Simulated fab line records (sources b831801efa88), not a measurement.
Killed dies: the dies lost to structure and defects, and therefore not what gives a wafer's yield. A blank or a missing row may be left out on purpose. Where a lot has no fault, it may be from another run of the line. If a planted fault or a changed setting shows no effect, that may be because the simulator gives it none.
fab line records	flow sky130
record lots=5	wafers=23
route steps=708 shown LDD_HVN@269 LDD_LDN@299 SD_P@329 RES_XHIGH@334 SD_N@352 LI_CONTACT@362 LOCAL_INTERCONNECT@393
start_h: hours from the record's opening day to when the first of the lot's shown wafers began	wait_h: time in hours since the lot's previous step	" as in the row above	L1.1+2: a single row standing in for several wafers	- no value, or no start was given	* or withheld: withheld	< > ~ a bound
route shown NAME@n: names a module that has steps shown in the file, with the first one's number in the route	usual: the fault-free wafers' mean and standard deviation	same: alike in all rows	chamber/n: place in a boat	sites: readings site by site	_std_site: their standard deviation	_edge_site: the outer-site mean with the inner-site mean subtracted	radius_mm: for every site, how far away it sits from the centre of the wafer	mask NAME#n: copy n	behind: tool/chamber where the wafer was last shaped	hold: the reason the lot was held/the length of the hold in hours/how it ended	device: whichever transistor did not switch (one of n, p or np)	end of line: tests of these same wafers at the route's end	for a step that has no rows: nothing shown but its recipe	killed: the dies lost at the first sort to structure and to defects; this is not the yield of the wafer	map: a wafer's dies, marking killed ones x, the rest . and places with no die _
set.NAME: the setting the step ran with; set.NAME@STEP: the setting that earlier step ran with	model.NAME: the simulator's own value behind a step, which no gauge read
lots whose settings were changed on purpose; a table a step, a row a wafer
## steps
# step SKY_LDD_HVN_COAT_02
# recipe resist=NOVOLAK	spin_rpm=3000	resist_thk_nm=300
lot.wafer	tool	chamber	start_h	wait_h	set.resist_thk_nm	model.NOVOLAK_of_LDD_HVN_COAT_02.thk_nm
L074.1	litho_track-03	0	451.27	0.1	287.4	288.1
L074.2	"	0	"	"	300	301.3
L074.4	"	0	"	"	287.4	289.2
L074.5	"	0	"	"	300	300.4
L074.6	"	0	"	"	287.4	288.3
L078.1	litho_track-01	0	487.02	0.1	300	301.2
L078.2	"	0	"	"	300	301
L078.3	"	0	"	"	308.9	310.5
L078.5	"	0	"	"	308.9	310.4
L078.6	"	0	"	"	308.9	310
L079.1	litho_track-01	0	501.37	0.1	300	300.7
L079.4	"	0	"	"	300	300.4
L079.5	"	0	"	"	300	300
L080.1	litho_track-04	0	513.24	0.1	300	299.9
L080.2	"	0	"	"	300	299.5
L080.4+6	"	0	"	"	308.6	308.1
L080.5	"	0	"	"	300	299
L082.2	litho_track-01	0	528.94	0.1	300	300.6
L082.3	"	0	"	"	300	301.3
L082.4	"	0	"	"	300	300
L082.5+6	"	0	"	"	300	300.1
# step SKY_LDD_HVN_IMPLANT_08
# recipe species=P	energy_kev=60	dose_cm2=3e+13	tilt_deg=40
lot.wafer	tool	chamber	start_h	wait_h	set.dose_cm2
L074.1+4	implanter-04	0	466.65	0.0	3e+13
L074.2+5+6	"	0	"	"	3.109e+13
L078.1+2+3	implanter-01	0	502.95	0.0	3.135e+13
L078.5+6	"	0	"	"	3e+13
L079.1+4+5	implanter-02	0	517.01	0.0	3e+13
L080.1+4	implanter-01	0	528.66	0.0	3e+13
L080.2+5+6	"	0	"	"	2.782e+13
L082.2+3+5	implanter-04	0	544.55	0.0	3e+13
L082.4+6	"	0	"	"	3.121e+13
# step SKY_LDD_HVN_STRIP_09
# recipe chemistry=O2/N2	power_w=1400	pressure_mtorr=1500	platen_temp_c=withheld	o2_flow_sccm=3000	n2_flow_sccm=300	overash_fraction=0.5
# usual strip_time_to_endpoint_s=4.132/0.016
lot.wafer	tool	chamber	start_h	wait_h	set.resist_thk_nm@LDD_HVN_COAT_02	strip_time_to_endpoint_s
L074.1	plasma_asher-02	0	466.80	0.1	287.4	3.982
L074.2	"	1	"	"	300	4.137
L074.4	"	1	"	"	287.4	3.996
L074.5	"	0	"	"	300	4.131
L074.6	"	1	"	"	287.4	3.963
L078.1	plasma_asher-03	1	503.10	0.1	300	4.151
L078.2	"	0	"	"	300	4.141
L078.3	"	0	"	"	308.9	4.260
L078.5	"	0	"	"	308.9	4.276
L078.6	"	1	"	"	308.9	4.258
L079.1	plasma_asher-03	1	517.16	0.1	300	4.157
L079.4	"	0	"	"	300	4.143
L079.5	"	1	"	"	300	4.135
L080.1	plasma_asher-01	0	528.81	0.1	300	4.123
L080.2	"	1	"	"	300	4.126
L080.4	"	0	"	"	308.6	4.240
L080.5	"	1	"	"	300	4.127
L080.6	"	0	"	"	308.6	4.236
L082.2	plasma_asher-01	1	544.67	0.1	300	4.156
L082.3	"	1	"	"	300	4.162
L082.4	"	0	"	"	300	4.126
L082.5	"	1	"	"	300	4.122
L082.6	"	0	"	"	300	4.123
# step SKY_LDD_HVN_TW_MEAS_10
# usual LDD_HVN_TW=1434/6
lot.wafer	tool	chamber	start_h	wait_h	set.dose_cm2@LDD_HVN_IMPLANT_08	LDD_HVN_TW
L074.1	film_metro-02	-	466.90	0.1	3e+13	1430
L074.2	"	-	"	"	3.109e+13	1450
L074.4	"	-	"	"	3e+13	1432
L074.5	"	-	"	"	3.109e+13	1452
L074.6	"	-	"	"	3.109e+13	1447
L078.1	film_metro-03	-	503.20	0.1	3.135e+13	1459
L078.2	"	-	"	"	3.135e+13	1461
L078.3	"	-	"	"	3.135e+13	1457
L078.5	"	-	"	"	3e+13	1427
L078.6	"	-	"	"	3e+13	1435
L079.1	film_metro-01	-	517.26	0.1	3e+13	1436
L079.4	"	-	"	"	3e+13	1435
L079.5	"	-	"	"	3e+13	1436
L080.1	film_metro-01	-	528.91	0.1	3e+13	1443
L080.2	"	-	"	"	2.782e+13	1397
L080.4	"	-	"	"	3e+13	1441
L080.5	"	-	"	"	2.782e+13	1406
L080.6	"	-	"	"	2.782e+13	1409
L082.2	film_metro-01	-	544.78	0.1	3e+13	1433
L082.3	"	-	"	"	3e+13	1438
L082.4	"	-	"	"	3.121e+13	1455
L082.5	"	-	"	"	3e+13	1436
L082.6	"	-	"	"	3.121e+13	1457
# step SKY_LDD_LDN_IMPLANT_10
# recipe species=As	energy_kev=15	dose_cm2=1.25e+13	tilt_deg=withheld	rotation_deg=203
lot.wafer	tool	chamber	start_h	wait_h	set.energy_kev	model.implant.drp_nm
L074.1+2+5	implanter-01	0	530.22	0.1	14.52	5.801
L074.4+6	"	0	"	"	15	5.933
L078.1+3+5	implanter-03	0	564.37	0.1	15	5.933
L078.2+6	"	0	"	"	14.68	5.846
L079.1+4+5	implanter-03	0	577.12	0.1	15	5.933
L080.1+2+4	implanter-01	0	588.84	0.1	15	5.933
L080.5+6	"	0	"	"	15.76	6.133
L082.2+4	implanter-03	0	604.28	0.1	15	5.933
L082.3+5+6	"	0	"	"	15.41	6.041
# step SKY_SD_P_IMPLANT_09
# recipe species=BF2	energy_kev=20	dose_cm2=3e+15	tilt_deg=0
lot.wafer	tool	chamber	start_h	wait_h	set.dose_cm2
L074.1+4+5	implanter-01	0	592.62	0.0	2.818e+15
L074.2+6	"	0	"	"	3e+15
L078.1+5+6	implanter-03	0	624.53	0.0	3e+15
L078.2+3	"	0	"	"	3.167e+15
L079.1+4+5	implanter-03	0	637.27	0.0	3e+15
L080.1+4	implanter-04	0	648.43	0.0	3.177e+15
L080.2+5+6	"	0	"	"	3e+15
L082.2+3+5	implanter-01	0	673.90	0.0	2.828e+15
L082.4+6	"	0	"	"	3e+15
# step SKY_SD_P_STRIP_10
# recipe chemistry=O2/N2	power_w=1400	pressure_mtorr=1500	platen_temp_c=withheld	o2_flow_sccm=3000	n2_flow_sccm=300	overash_fraction=0.5
# usual strip_time_to_endpoint_s=17.48/0.039
lot.wafer	tool	chamber	start_h	wait_h	set.dose_cm2@SD_P_IMPLANT_09	strip_time_to_endpoint_s
L074.1	plasma_asher-01	0	592.77	0.1	2.818e+15	17.33
L074.2	"	1	"	"	3e+15	17.49
L074.4	"	1	"	"	2.818e+15	17.29
L074.5	"	0	"	"	2.818e+15	17.31
L074.6	"	1	"	"	3e+15	17.44
L078.1	plasma_asher-02	1	624.68	0.1	3e+15	17.41
L078.2	"	0	"	"	3.167e+15	17.53
L078.3	"	0	"	"	3.167e+15	17.57
L078.5	"	1	"	"	3e+15	17.45
L078.6	"	0	"	"	3e+15	17.46
L079.1	plasma_asher-03	0	637.42	0.1	3e+15	17.46
L079.4	"	0	"	"	3e+15	17.51
L079.5	"	1	"	"	3e+15	17.50
L080.1	plasma_asher-02	0	648.58	0.1	3.177e+15	17.64
L080.2	"	1	"	"	3e+15	17.52
L080.4	"	0	"	"	3.177e+15	17.60
L080.5	"	0	"	"	3e+15	17.47
L080.6	"	1	"	"	3e+15	17.51
L082.2	plasma_asher-03	1	674.03	0.1	2.828e+15	17.37
L082.3	"	1	"	"	2.828e+15	17.35
L082.4	"	0	"	"	3e+15	17.47
L082.5	"	1	"	"	2.828e+15	17.40
L082.6	"	0	"	"	3e+15	17.45
# step SKY_RES_XHIGH_COAT_02
# recipe resist=NOVOLAK	spin_rpm=3000	resist_thk_nm=1140
lot.wafer	tool	chamber	start_h	wait_h	set.spin_rpm	model.NOVOLAK_of_RES_XHIGH_COAT_02.thk_nm
L074.1	litho_track-01	0	607.12	0.1	3000	1141
L074.2	"	0	"	"	3000	1139
L074.4	"	0	"	"	3000	1137
L074.5	"	0	"	"	3157	1110
L074.6	"	0	"	"	3157	1112
L078.1	litho_track-01	0	640.37	0.1	3000	1135
L078.2	"	0	"	"	3000	1141
L078.3	"	0	"	"	3000	1139
L078.5	"	0	"	"	3000	1136
L078.6	"	0	"	"	3000	1140
L079.1	litho_track-01	0	650.97	0.1	3000	1142
L079.4	"	0	"	"	3000	1146
L079.5	"	0	"	"	3000	1145
L080.1	litho_track-02	0	662.90	0.1	3000	1142
L080.2	"	0	"	"	3000	1145
L080.4	"	0	"	"	3000	1143
L080.5	"	0	"	"	3000	1140
L080.6	"	0	"	"	3000	1144
L082.2	litho_track-01	0	687.19	0.1	3000	1137
L082.3	"	0	"	"	3000	1139
L082.4+5	"	0	"	"	2902	1155
L082.6	"	0	"	"	3000	1135
# step SKY_RES_XHIGH_DEVELOP_06
# recipe resist=NOVOLAK	developer=TMAH	develop_time_s=60	dev_temp_c=23
lot.wafer	tool	chamber	start_h	wait_h	set.develop_time_s
L074.1+4+6	litho_track-01	0	620.37	0.1	60
L074.2+5	"	0	"	"	68.04
L078.1+2+6	litho_track-04	0	653.49	0.1	60
L078.3+5	"	0	"	"	63.79
L079.1+4+5	litho_track-04	0	666.04	0.1	60
L080.1+2+5	litho_track-01	0	677.07	0.1	60
L080.4+6	"	0	"	"	53.19
L082.2+3+4+5+6	litho_track-01	0	702.24	0.1	60
# step SKY_RES_XHIGH_IMPLANT_07
# recipe species=BF2	energy_kev=20	dose_cm2=3.6e+14	tilt_deg=0
# step SKY_RES_XHIGH_STRIP_08
# recipe chemistry=O2/N2	power_w=1400	pressure_mtorr=1500	platen_temp_c=withheld	o2_flow_sccm=3000	n2_flow_sccm=300	overash_fraction=0.5
# usual strip_time_to_endpoint_s=14.28/0.035
lot.wafer	tool	chamber	start_h	wait_h	set.spin_rpm@RES_XHIGH_COAT_02	strip_time_to_endpoint_s
L074.1	plasma_asher-04	0	620.67	0.1	3000	14.28
L074.2	"	1	"	"	3000	14.25
L074.4	"	1	"	"	3000	14.25
L074.5	"	1	"	"	3157	13.91
L074.6	"	0	"	"	3157	13.94
L078.1	plasma_asher-03	0	653.79	0.1	3000	14.22
L078.2	"	1	"	"	3000	14.29
L078.3	"	0	"	"	3000	14.27
L078.5	"	1	"	"	3000	14.21
L078.6	"	0	"	"	3000	14.27
L079.1	plasma_asher-03	0	666.34	0.1	3000	14.29
L079.4	"	1	"	"	3000	14.35
L079.5	"	1	"	"	3000	14.32
L080.1	plasma_asher-03	0	677.37	0.1	3000	14.29
L080.2	"	1	"	"	3000	14.33
L080.4	"	1	"	"	3000	14.30
L080.5	"	0	"	"	3000	14.27
L080.6	"	1	"	"	3000	14.33
L082.2	plasma_asher-04	1	702.52	0.1	3000	14.23
L082.3	"	0	"	"	3000	14.25
L082.4	"	1	"	"	2902	14.41
L082.5	"	1	"	"	2902	14.41
L082.6	"	0	"	"	3000	14.22
# step SKY_SD_N_IMPLANT_10
# recipe species=P	energy_kev=20	dose_cm2=1e+14	tilt_deg=0
lot.wafer	tool	chamber	start_h	wait_h	set.energy_kev	model.implant.rp_nm	model.implant.drp_nm
L074.1+2	implanter-02	0	650.29	0.1	20	28.48	13
L074.4+5+6	"	0	"	"	20.83	29.27	13.32
L078.1+6	implanter-03	0	682.83	0.1	19.61	27.82	12.84
L078.2+3+5	"	0	"	"	20	28.2	13
L079.1+4+5	implanter-04	0	694.83	0.1	20	27.85	13
L080.1+5+6	implanter-04	0	705.74	0.1	20.44	28.43	13.17
L080.2+4	"	0	"	"	20	28.01	13
L082.2+4+5	implanter-03	0	731.05	0.1	20	27.88	13
L082.3+6	"	0	"	"	20.33	28.19	13.13
# step SKY_SD_N_STRIP_11
# recipe chemistry=O2/N2	power_w=1400	pressure_mtorr=1500	platen_temp_c=withheld	o2_flow_sccm=3000	n2_flow_sccm=300	overash_fraction=0.5
# step SKY_SD_N_RS_MEAS_17
# recipe thk_meas_gauge=four-point-probe
# usual SD_P_RS=147.2/0.47
lot.wafer	tool	chamber	start_h	wait_h	set.dose_cm2@SD_P_IMPLANT_09	SD_P_RS[ohm/sq]
L074.1	film_metro-03	-	650.94	0.1	2.818e+15	148.2
L074.2	"	-	"	"	3e+15	147.2
L074.4	"	-	"	"	2.818e+15	147.8
L074.5	"	-	"	"	2.818e+15	148.6
L074.6	"	-	"	"	3e+15	147.2
L078.1	film_metro-03	-	683.48	0.1	3e+15	147.0
L078.2	"	-	"	"	3.167e+15	145.8
L078.3	"	-	"	"	3.167e+15	146.3
L078.5	"	-	"	"	3e+15	147.0
L078.6	"	-	"	"	3e+15	146.8
L079.1	film_metro-03	-	695.48	0.1	3e+15	146.8
L079.4	"	-	"	"	3e+15	146.6
L079.5	"	-	"	"	3e+15	146.7
L080.1	film_metro-02	-	706.44	0.1	3.177e+15	146.6
L080.2	"	-	"	"	3e+15	147.6
L080.4	"	-	"	"	3.177e+15	147.1
L080.5	"	-	"	"	3e+15	147.9
L080.6	"	-	"	"	3e+15	147.7
L082.2	film_metro-02	-	731.70	0.1	2.828e+15	148.2
L082.3	"	-	"	"	2.828e+15	148.4
L082.4	"	-	"	"	3e+15	147.2
L082.5	"	-	"	"	2.828e+15	147.6
L082.6	"	-	"	"	3e+15	146.8
# step SKY_LI_CONTACT_HDPCVD_00
# recipe material=PSG	target_thk_nm=930	sigma_open_frac=0.3	time_s=155	temp_c=600	sih4_flow_sccm=60	pressure_mtorr=6
lot.wafer	tool	chamber	start_h	wait_h	set.time_s	model.PSG_of_LI_CONTACT_HDPCVD_00.thk_nm
L074.1	hdpcvd-01	2	-	-	163.9	992.7
L074.2	"	0	"	"	155	944.5
L074.4	"	2	"	"	155	949.3
L074.5	"	1	"	"	163.9	996.8
L074.6	"	0	"	"	155	942.1
L078.1	hdpcvd-02	2	-	-	155	919.6
L078.2	"	1	"	"	155	914.8
L078.3	"	0	"	"	155	929.1
L078.5	"	1	"	"	140.9	837.6
L078.6	"	2	"	"	140.9	835.7
L079.1	hdpcvd-01	2	695.74	0.0	155	930.5
L079.4	"	0	"	"	155	933.6
L079.5	"	2	"	"	155	913.7
L080.1	hdpcvd-01	2	-	-	155	932.1
L080.2	"	1	"	"	132.1	787.6
L080.4	"	2	"	"	132.1	786
L080.5	"	0	"	"	155	929.8
L080.6	"	1	"	"	132.1	786.2
L082.2	hdpcvd-01	0	-	-	155	937.1
L082.3	"	2	"	"	155	928.1
L082.4	"	2	"	"	155	936.1
L082.5	"	0	"	"	155	931.3
L082.6	"	1	"	"	155	927.4
# step SKY_LI_CONTACT_THK_MEAS_01
# recipe reads=PSG_of_LI_CONTACT_HDPCVD_00
# usual LI_CONTACT_HDPCVD_THK=930/9.6
lot.wafer	tool	chamber	start_h	wait_h	set.time_s@LI_CONTACT_HDPCVD_00	LI_CONTACT_HDPCVD_THK[nm]
L074.1	film_metro-02	-	651.30	0.1	163.9	992
L074.2	"	-	"	"	155	945
L074.4	"	-	"	"	155	949
L074.5	"	-	"	"	163.9	997
L074.6	"	-	"	"	155	943
L078.1	film_metro-02	-	683.84	0.1	155	919
L078.2	"	-	"	"	155	914
L078.3	"	-	"	"	155	929
L078.5	"	-	"	"	140.9	837
L078.6	"	-	"	"	140.9	835
L079.1	film_metro-01	-	695.84	0.1	155	931
L079.4	"	-	"	"	155	934
L079.5	"	-	"	"	155	914
L080.1	film_metro-01	-	706.81	0.1	155	932
L080.2	"	-	"	"	132.1	787
L080.4	"	-	"	"	132.1	786
L080.5	"	-	"	"	155	929
L080.6	"	-	"	"	132.1	786
L082.2	film_metro-03	-	732.05	0.1	155	937
L082.3	"	-	"	"	155	929
L082.4	"	-	"	"	155	936
L082.5	"	-	"	"	155	931
L082.6	"	-	"	"	155	928
# step SKY_LI_CONTACT_SPUTTER_20
# recipe material=TiN	target_thk_nm=20	chamber_pressure_pa=5	power_w=4000	time_s=80
lot.wafer	tool	chamber	start_h	wait_h	set.power_w	model.TiN_of_LI_CONTACT_SPUTTER_20.thk_nm
L074.1	pvd_sputter-04	-	681.18	0.0	4220	21.3
L074.2	"	-	"	"	4000	20.35
L074.4	"	-	"	"	4220	21.24
L074.5	"	-	"	"	4000	20.25
L074.6	"	-	"	"	4000	20.04
L078.1	pvd_sputter-01	-	713.48	0.0	4381	22.07
L078.2	"	-	"	"	4000	19.94
L078.3	"	-	"	"	4381	21.52
L078.5	"	-	"	"	4381	21.74
L078.6	"	-	"	"	4000	19.74
L079.1	pvd_sputter-04	-	724.43	0.0	4000	19.61
L079.4	"	-	"	"	4000	19.81
L079.5	"	-	"	"	4000	19.77
L080.1	pvd_sputter-04	-	736.08	0.0	4000	20.26
L080.2	"	-	"	"	4000	20.35
L080.4	"	-	"	"	4000	20.23
L080.5	"	-	"	"	4000	20.28
L080.6	"	-	"	"	4000	20.31
L082.2	pvd_sputter-03	-	760.24	0.0	4220	21.41
L082.3	"	-	"	"	4000	19.82
L082.4	"	-	"	"	4000	20.18
L082.5	"	-	"	"	4220	21.35
L082.6	"	-	"	"	4000	20.03
# step SKY_LOCAL_INTERCONNECT_COAT_06
# recipe resist=KrF-thick	spin_rpm=3000	resist_thk_nm=450
lot.wafer	tool	chamber	start_h	wait_h	set.resist_thk_nm	model.KrF-thick_of_LOCAL_INTERCONNECT_COAT_06.thk_nm
L074.1+4	litho_track-01	0	-	-	450	451.1
L074.2	"	0	"	"	459	459.8
L074.5	"	0	"	"	450	449.5
L074.6	"	0	"	"	459	460.6
L078.1	litho_track-01	0	-	-	450	451.2
L078.2	"	0	"	"	428.6	427
L078.3	"	0	"	"	428.6	428.2
L078.5	"	0	"	"	450	448.9
L078.6	"	0	"	"	428.6	428.4
L079.1	litho_track-01	0	-	-	450	450.3
L079.4	"	0	"	"	450	449.1
L079.5	"	0	"	"	450	449.6
L080.1	litho_track-03	0	-	-	450	450.1
L080.2	"	0	"	"	450	451
L080.4	"	0	"	"	425.8	424.5
L080.5	"	0	"	"	425.8	426.4
L080.6	"	0	"	"	450	451.3
L082.2	litho_track-03	0	-	-	427.6	424.5
L082.3	"	0	"	"	450	447.8
L082.4	"	0	"	"	427.6	425.9
L082.5	"	0	"	"	450	449.1
L082.6	"	0	"	"	450	447.7
# step SKY_LOCAL_INTERCONNECT_DEVELOP_10
# recipe develop_time_s=60	resist=KrF-thick	dev_temp_c=21
lot.wafer	tool	chamber	start_h	wait_h	set.dev_temp_c
L074.1+2	litho_track-03	0	-	-	21
L074.4+5+6	"	0	"	"	18.46
L078.1+3	litho_track-01	0	-	-	17.55
L078.2+5+6	"	0	"	"	21
L079.1+4+5	litho_track-04	0	-	-	21
L080.1+4+6	litho_track-01	0	-	-	23.29
L080.2+5	"	0	"	"	21
L082.2+3	litho_track-03	0	-	-	19.94
L082.4+5+6	"	0	"	"	21
# step SKY_LOCAL_INTERCONNECT_ETCH_13
# recipe chemistry=N2/H2	target=BARC	ion_energy_ev=200	bias_w=100	pressure_mtorr=30	n2_flow_sccm=100	h2_flow_sccm=200	icp_w=500	stop_on=SiO2	time_s=45.9	target_depth_a=600
# step SKY_LOCAL_INTERCONNECT_METAL_ETCH_14
# recipe target_depth_nm=110	stop_on=PSG	chemistry=Cl2/BCl3	target=TiN	resist_sidewall_deg=88	pressure_mtorr=10	icp_w=900	bias_w=48.5	Cl2_flow_sccm=60	bcl3_flow_sccm=30	time_s=32.26
lot.wafer	tool	chamber	start_h	wait_h	set.resist_thk_nm@LOCAL_INTERCONNECT_COAT_06	model.KrF-thick_of_LOCAL_INTERCONNECT_COAT_06.thk_nm
L074.1	rie_metal-02	0	710.59	0.0	450	348
L074.2	"	1	"	"	459	356
L074.4	"	0	"	"	450	348.7
L074.5	"	1	"	"	450	345.4
L074.6	"	0	"	"	459	358.3
L078.1	rie_metal-01	0	742.39	0.0	450	348.3
L078.2	"	1	"	"	428.6	324.3
L078.3	"	1	"	"	428.6	325.4
L078.5	"	0	"	"	450	345.4
L078.6	"	1	"	"	428.6	325.1
L079.1	rie_metal-01	1	753.90	0.0	450	347.5
L079.4	"	1	"	"	450	346.4
L079.5	"	1	"	"	450	346.9
L080.1	rie_metal-03	1	764.29	0.0	450	349.3
L080.2	"	0	"	"	450	347.5
L080.4	"	0	"	"	425.8	321
L080.5	"	1	"	"	425.8	325.7
L080.6	"	0	"	"	450	348.3
L082.2	rie_metal-01	1	788.44	0.0	427.6	322.3
L082.3	"	0	"	"	450	345.5
L082.4	"	1	"	"	427.6	324.1
L082.5	"	0	"	"	450	346.9
L082.6	"	1	"	"	450	345.9
# step SKY_LOCAL_INTERCONNECT_STRIP_15
# recipe chemistry=O2/N2	power_w=1400	pressure_mtorr=1500	platen_temp_c=withheld	o2_flow_sccm=3000	n2_flow_sccm=300	overash_fraction=0.5
# usual strip_time_to_endpoint_s=4.710/0.019
lot.wafer	tool	chamber	start_h	wait_h	set.resist_thk_nm@LOCAL_INTERCONNECT_COAT_06	strip_time_to_endpoint_s
L074.1	plasma_asher-01	1	710.64	0.0	450	4.708
L074.2	"	0	"	"	459	4.801
L074.4	"	0	"	"	450	4.743
L074.5	"	1	"	"	450	4.701
L074.6	"	0	"	"	459	4.832
L078.1	plasma_asher-01	1	742.44	0.0	450	4.714
L078.2	"	0	"	"	428.6	4.480
L078.3	"	0	"	"	428.6	4.465
L078.5	"	1	"	"	450	4.702
L078.6	"	0	"	"	428.6	4.474
L079.1	plasma_asher-01	1	753.96	0.0	450	4.718
L079.4	"	0	"	"	450	4.711
L079.5	"	0	"	"	450	4.713
L080.1	plasma_asher-03	0	764.34	0.0	450	4.730
L080.2	"	1	"	"	450	4.710
L080.4	"	1	"	"	425.8	4.460
L080.5	"	1	"	"	425.8	4.483
L080.6	"	0	"	"	450	4.717
L082.2	plasma_asher-03	1	788.49	0.0	427.6	4.438
L082.3	"	0	"	"	450	4.705
L082.4	"	1	"	"	427.6	4.468
L082.5	"	0	"	"	450	4.700
L082.6	"	1	"	"	450	4.691
## key
split step=SKY_LDD_HVN_COAT_02	setting=resist_thk_nm	stated=300	by=wafer
response step=SKY_LDD_HVN_COAT_02	reading=model.NOVOLAK_of_LDD_HVN_COAT_02.thk_nm	change=+3	per=1%	r=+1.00
response step=SKY_LDD_HVN_STRIP_09	reading=strip_time_to_endpoint_s	change=*	per=1%	r=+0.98
split step=SKY_LDD_HVN_IMPLANT_08	setting=dose_cm2	stated=3e+13	by=wafer
response step=SKY_LDD_HVN_TW_MEAS_10	reading=LDD_HVN_TW	change=+5.45	per=1%	r=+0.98
split step=SKY_LDD_LDN_IMPLANT_10	setting=energy_kev	stated=15	by=wafer
response step=SKY_LDD_LDN_IMPLANT_10	reading=model.implant.drp_nm	change=+0.04	per=1%	r=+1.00
split step=SKY_SD_P_IMPLANT_09	setting=dose_cm2	stated=3e+15	by=wafer
response step=SKY_SD_P_STRIP_10	reading=strip_time_to_endpoint_s	change=*	per=1%	r=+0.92
response step=SKY_SD_N_RS_MEAS_17	reading=SD_P_RS	change=-0.159	per=1%	r=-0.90
split step=SKY_RES_XHIGH_COAT_02	setting=spin_rpm	stated=3000	by=wafer
response step=SKY_RES_XHIGH_COAT_02	reading=model.NOVOLAK_of_RES_XHIGH_COAT_02.thk_nm	change=-5.4	per=1%	r=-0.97
response step=SKY_RES_XHIGH_STRIP_08	reading=strip_time_to_endpoint_s	change=*	per=1%	r=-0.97
split step=SKY_RES_XHIGH_DEVELOP_06	setting=develop_time_s	stated=60	by=wafer
response none clear
split step=SKY_SD_N_IMPLANT_10	setting=energy_kev	stated=20	by=wafer
response step=SKY_SD_N_IMPLANT_10	reading=model.implant.rp_nm	change=+0.19	per=1%	r=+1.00
response step=SKY_SD_N_IMPLANT_10	reading=model.implant.drp_nm	change=+0.078	per=1%	r=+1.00
split step=SKY_LI_CONTACT_HDPCVD_00	setting=time_s	stated=155	by=wafer
response step=SKY_LI_CONTACT_HDPCVD_00	reading=model.PSG_of_LI_CONTACT_HDPCVD_00.thk_nm	change=+9.54	per=1%	r=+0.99
response step=SKY_LI_CONTACT_THK_MEAS_01	reading=LI_CONTACT_HDPCVD_THK	change=+9.52	per=1%	r=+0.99
split step=SKY_LI_CONTACT_SPUTTER_20	setting=power_w	stated=4000	by=wafer
response step=SKY_LI_CONTACT_SPUTTER_20	reading=model.TiN_of_LI_CONTACT_SPUTTER_20.thk_nm	change=+0.21	per=1%	r=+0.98
split step=SKY_LOCAL_INTERCONNECT_COAT_06	setting=resist_thk_nm	stated=450	by=wafer
response step=SKY_LOCAL_INTERCONNECT_COAT_06	reading=model.KrF-thick_of_LOCAL_INTERCONNECT_COAT_06.thk_nm	change=+4.68	per=1%	r=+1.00
response step=SKY_LOCAL_INTERCONNECT_METAL_ETCH_14	reading=model.KrF-thick_of_LOCAL_INTERCONNECT_COAT_06.thk_nm	change=+4.64	per=1%	r=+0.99
response step=SKY_LOCAL_INTERCONNECT_STRIP_15	reading=strip_time_to_endpoint_s	change=*	per=1%	r=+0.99
split step=SKY_LOCAL_INTERCONNECT_DEVELOP_10	setting=dev_temp_c	stated=21	by=wafer
response none clear
